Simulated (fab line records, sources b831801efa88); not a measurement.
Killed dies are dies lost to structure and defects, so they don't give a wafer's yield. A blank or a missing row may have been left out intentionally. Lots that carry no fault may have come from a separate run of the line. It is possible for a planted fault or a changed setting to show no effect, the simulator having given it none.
Which tool did it?    flow gf180mcu    12 lots with 36 wafers sampled at 4 steps, on a route of 602 steps

== WHAT EACH GAUGE READ, for each wafer ==
GF_V1_CD_MEAS_14 targets a cd of 260 nm.
lot   measured      on         cd nm (nm)
L580  day 18 10:19  cd sem-01  260.1 259.6 260.6
L582  day 19 10:16  cd sem-01  261.3 260.9 260.7
L583  day 19 20:08  cd sem-02  259.9 260.4 259.2
L584  day 20 03:06  cd sem-01  258.7 259.1 258.4
L586  day 20 19:39  cd sem-01  259.4 259.6 259.0
L588  day 21 15:02  cd sem-02  258.1 257.7 259.9
L589  day 22 06:11  cd sem-02  259.3 260.9 258.8
L594  day 24 05:55  cd sem-01  256.7 256.0 256.2
L596  day 25 03:07  cd sem-01  254.9 256.0 254.2
L598  day 25 12:23  cd sem-02  261.3 260.4 261.4
L601  day 26 05:25  cd sem-01  259.9 259.9 259.7
L602  day 26 08:17  cd sem-02  259.4 259.6 260.1

GF_V1_RS_MEAS_24: uses a four-point probe to measure.
lot   measured      on             V1_W_RS (ohm/sq)
L580  day 18 11:21  film metro-04  0.333 0.334 0.336
L582  day 19 11:17  film metro-01  0.329 0.328 0.334
L583  day 19 21:10  film metro-02  0.331 0.337 0.336
L584  day 20 04:08  film metro-04  0.336 0.333 0.333
L586  day 20 20:41  film metro-02  0.336 0.334 0.332
L588  day 21 16:04  film metro-01  0.334 0.335 0.329
L589  day 22 07:13  film metro-02  0.326 0.333 0.328
L594  day 24 06:57  film metro-02  0.334 0.333 0.333
L596  day 25 04:09  film metro-01  0.329 0.334 0.332
L598  day 25 13:30  film metro-04  0.331 0.335 0.329
L601  day 26 06:27  film metro-04  0.332 0.332 0.335
L602  day 26 09:19  film metro-04  0.333 0.329 0.332

== EACH LOT AND THE TOOL THAT RAN IT (in order: tool; ch and the chambers of the sampled wafers; start) ==
lot   GF_HV_LDD_STRIP_37                    GF_V1_PEB_12
L580  plasma asher-03 ch 0,1, day 11 21:52  litho track-04 ch 0, day 18 09:56
L582  plasma asher-03 ch 0,1, day 12 15:10  litho track-04 ch 0, day 19 09:56
L583  plasma asher-04 ch 0,1, day 12 22:39  litho track-03 ch 0, day 19 19:47
L584  plasma asher-01 ch 0, day 13 05:17    litho track-01 ch 0, day 20 02:45
L586  plasma asher-03 ch 0,1, day 13 18:13  litho track-01 ch 0, day 20 19:18
L588  plasma asher-04 ch 0,1, day 14 10:08  litho track-04 ch 0, day 21 14:43
L589  plasma asher-04 ch 0,1, day 14 23:05  litho track-04 ch 0, day 22 05:50
L594  plasma asher-03 ch 0,1, day 16 23:22  litho track-01 ch 0, day 24 05:35
L596  plasma asher-01 ch 0,1, day 17 21:53  litho track-01 ch 0, day 25 02:47
L598  plasma asher-03 ch 0,1, day 18 05:52  litho track-04 ch 0, day 25 12:04
L601  plasma asher-04 ch 0,1, day 19 03:31  litho track-03 ch 0, day 26 05:05
L602  plasma asher-01 ch 0,1, day 19 09:23  litho track-04 ch 0, day 26 07:56
- GF_HV_LDD_STRIP_37: strips in O2/N2.
- GF_V1_PEB_12: peb time 90 s.

== AS READ BY THE TOOLS THEMSELVES (means over the sampled wafers that have a number; for cases with no such wafer, the mark the record gives instead) ==
GF_HV_LDD_STRIP_37.
lot   tool             chamber pressure mTorr (mTorr)  drypump motor current A (A)  heater power w (W)  oes product au (a.u.)  platen temp c (C)  strip time to endpoint s (s)
L580  plasma asher-03  1499.3                          5.8                          356                 0.715                  250.02             12.64
L582  plasma asher-03  1500.1                          6.0                          355                 0.717                  250.18             12.66
L583  plasma asher-04  1500.4                          5.6                          367                 0.715                  249.93             12.65
L584  plasma asher-01  1500.8                          5.6                          325                 0.715                  249.92             12.68
L586  plasma asher-03  1501.2                          6.0                          352                 0.713                  249.97             12.55
L588  plasma asher-04  1498.9                          5.6                          362                 0.716                  250.22             12.58
L589  plasma asher-04  1499.1                          5.6                          364                 0.717                  249.77             12.62
L594  plasma asher-03  1500.2                          5.8                          366                 0.713                  250.11             12.57
L596  plasma asher-01  1500.4                          5.4                          356                 0.714                  250.02             12.61
L598  plasma asher-03  1499.1                          6.1                          359                 0.718                  250.19             12.73
L601  plasma asher-04  1499.7                          5.6                          354                 0.714                  250.08             12.65
L602  plasma asher-01  1498.7                          5.2                          386                 0.716                  249.97             12.60

GF_V1_PEB_12.
lot   tool            heater power total W (W)
L580  litho track-04  85.70
L582  litho track-04  85.70
L583  litho track-03  85.64
L584  litho track-01  85.76
L586  litho track-01  85.73
L588  litho track-04  85.70
L589  litho track-04  85.67
L594  litho track-01  89.74
L596  litho track-01  89.69
L598  litho track-04  85.66
L601  litho track-03  85.76
L602  litho track-04  85.62

== THE ANSWER, worked out from the rows above alone ==
Rule: the lots themselves supply what counts as usual. Put in order of their means at a reading, lots are off if they are a third of the lots or fewer, leave a main group of 4 or more, and stand apart from it by a gap of 3 or more times the standard deviation of the main group's means; of several such gaps the widest counts. The tables above print the reading to a certain number of digits; a main group whose means all agree to those digits is not used. A lot without any number at a reading at which 4 lots or more have one is off too. Where the step has rows for the other lots, those lots are counted as sound. Order of review: gauges by route order, followed by the tools' own readings, for which a lot's mean as printed above is used. The first step at which some lot is off is used, and at that step the reading that is off furthest; a lot without a number counts as furthest.
Off, at GF_V1_PEB_12 on heater power total W: L594, L596. Mean 85.69 W and standard deviation 0.045 in the main group.
If a tool, at that step or one of the process steps before it, ran each lot that is off and ran no sound lot following the first of them, it fits. One candidate fits, namely litho track-01 at GF_V1_PEB_12. A fault onset in the window from L586 (day 20 19:18, its last sound lot) to L594 (day 24 05:35, its first lot off) fits.
The tool's own readings at GF_V1_PEB_12 bear it out: on the lots that are off they differ by more than 5 times the standard deviation of the sound lots' means. heater power total W reads 89.72 W there against 85.69 W on the sound lots.

== WHAT THE SIMULATOR HAD INSERTED ==
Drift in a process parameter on litho track-01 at GF_V1_PEB_12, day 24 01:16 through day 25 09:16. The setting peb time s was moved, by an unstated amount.
Shown lots that were struck: L594, L596. The rule above found the same.
